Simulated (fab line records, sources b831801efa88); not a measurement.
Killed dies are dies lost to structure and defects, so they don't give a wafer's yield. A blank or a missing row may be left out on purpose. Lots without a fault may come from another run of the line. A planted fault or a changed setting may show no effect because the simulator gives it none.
Chamber matching | flow gf180mcu | GF_V5_CMP_04 on cmp-02: 4 sister chambers
The step polishes SiO2. 4 wafers are shown with their chamber, then 8 later ones without.

WAFERS WITH THEIR CHAMBER
wafer  | chamber | motor_current_A (A)
L950.2 | 0       | 11.4
L956.1 | 2       | 10.8
L963.2 | 1       | 12.5
L965.1 | 3       | 12.0

WAFERS WITHOUT THEIR CHAMBER
wafer  | motor_current_A (A)
L965.2 | 12.4
L965.5 | 10.7
L966.1 | 10.9
L966.3 | 11.2
L966.4 | 13.3
L968.1 | 12.0
L968.2 | 12.9
L968.3 | 10.3

WHICH CHAMBER EACH WENT THROUGH
wafer  | from the rows above          | in truth
L965.2 | can't be placed: 1 or 3      | 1
L965.5 | can't be placed: 2 or 0      | 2
L966.1 | can't be placed: 2 or 0      | 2
L966.3 | can't be placed: 0 or 2 or 3 | 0
L966.4 | can't be placed: 1 or 3      | 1
L968.1 | can't be placed: 3 or 1 or 0 | 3
L968.2 | can't be placed: 1 or 3      | 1
L968.3 | can't be placed: 2 or 0      | 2
Placed correctly: 0 of 8. Can't be placed from these rows: 8 (the true chamber is among the candidates in 8). Placed wrongly: 0.
How it was worked out, from the rows above alone: a wafer's distance from a chamber is the root of the sum, over the readings, of the square of ((its reading less the chamber's mean) divided by the reading's scatter). The wafer belongs to the nearest chamber; if the next one is less than 2 further off, it can't be placed. A chamber's mean is the mean of its shown wafers. The scatter: with one shown wafer a chamber, the root of the mean of the squares of how far each hidden wafer lies from its nearest shown one.
